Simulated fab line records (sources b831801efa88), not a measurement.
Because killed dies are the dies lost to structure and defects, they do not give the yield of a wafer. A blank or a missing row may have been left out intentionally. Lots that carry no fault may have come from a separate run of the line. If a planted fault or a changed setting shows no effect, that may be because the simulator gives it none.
A lot that was struck, set against a sound lot / flow gf180mcu / 16 out of 602 route steps
Sound: these wafers, L865.3, L865.4, L865.5. Wafers struck: L887.1, L887.3, L887.6. The cause comes at the end.
For every step that has rows: the tool of each side, followed by ch and its chambers, followed by its first start. Under that, the readings that differ: sound wafers / struck wafers / difference of the means / sigmas: that difference in standard deviations of wafers without a fault.
alike: readings with means less than 2 such deviations apart, plus words and numbers identical on both sides. not compared: withheld readings, readings lacking a value on some wafer, bounds such as >300 that could conceal the same value, and numbers that have no deviation in the record and whose values overlap.
A row with sigmas, a row that says differs or no value, or rows on one side alone: a step with any of these is where the two part. Numbers that have no deviation but don't overlap get no sigmas and don't part them. A reading that every wafer of one side lacks parts them only if that side has two wafers or more.

first, 1 step without rows for these wafers: GF_HV_LDD_IMPLANT_36.
GF_HV_LDD_STRIP_37: strips in O2/N2.
  sound on plasmaAsher-02 ch 0,1, day 11 10:25; struck on plasmaAsher-02 ch 0,1, day 18 21:58
  alike: drypumpMotorCurrentA, heaterPowerW, oesProductAu, stripTimeToEndpointS
  not compared: rfHoursCounterH
GF_HV_LDD_TW_MEAS_38:
  sound on filmMetro-04 at day 11 10:29; struck on filmMetro-03 at day 18 22:04
  alike: HV_LDD_3_TW
then, 7 steps without rows for these wafers: GF_HV_LDD_DEHYDRATE_39 (time 60 s); GF_HV_LDD_HMDS_40 (prime time 60 s); GF_HV_LDD_COAT_41 (resist thk 1000 nm); GF_HV_LDD_SOFTBAKE_42 (time 60 s); GF_HV_LDD_EXPOSE_43 (exposes mask Pplus HV AREA, target cd 400 nm); GF_HV_LDD_PEB_44; GF_HV_LDD_DEVELOP_45 (develop time 60 s).
GF_HV_LDD_CD_MEAS_46 targets a cd of 400 nm.
  sound on cdSem-01 at day 12 05:59; struck on cdSem-02 at day 19 22:18
  alike: cdNm
GF_HV_LDD_OVL_MEAS_47:
  sound on overlay-02 at day 12 06:05; struck on overlay-02 at day 19 22:25
  alike: HV_LDD_03_OVL
GF_HV_LDD_IMPLANT_48:
  sound on implanter-02 ch 0, day 12 06:10; struck on implanter-01 ch 0, day 19 22:28
reading=beamOnS (s); sound=9.83 10.16 10.16; struck=12.69 12.53 12.03; difference=+2.37; sigmas=+12
reading=doseIonsCm2; sound=2.999e+13 2.997e+13 2.998e+13; struck=1.6063e+14 1.606e+14 1.6067e+14; difference=+1.3065e+14; sigmas=+99 or more
reading=faradayCurrentUA; sound=172 165 167; struck=714 722 755; difference=+562; sigmas=+99 or more
GF_HV_LDD_STRIP_49: strips in O2/N2.
  sound on plasmaAsher-04 ch 0,1, day 12 06:17; struck on plasmaAsher-02 ch 0,1, day 19 22:37
  alike: drypumpMotorCurrentA, heaterPowerW, oesProductAu, stripTimeToEndpointS
  not compared: rfHoursCounterH
GF_HV_LDD_TW_MEAS_50:
  sound on filmMetro-02 at day 12 06:23; struck on filmMetro-04 at day 19 23:00
reading=HV_LDD_4_TW; sound=576 568 574; struck=976 976 974; difference=+403; sigmas=+99 or more
  not compared: hold
GF_PASSIVATION_PROBE_99:
  rows exist in the record for the sound wafers here (prober-02, day 29 01:15), none for the struck ones

WHERE THEY PART
First at GF_HV_LDD_IMPLANT_48; last, within this record, at GF_PASSIVATION_PROBE_99.

WHY: what had been put in by the simulator
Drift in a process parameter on implanter-01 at GF_HV_LDD_IMPLANT_48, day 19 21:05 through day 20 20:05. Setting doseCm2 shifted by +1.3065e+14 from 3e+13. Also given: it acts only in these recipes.
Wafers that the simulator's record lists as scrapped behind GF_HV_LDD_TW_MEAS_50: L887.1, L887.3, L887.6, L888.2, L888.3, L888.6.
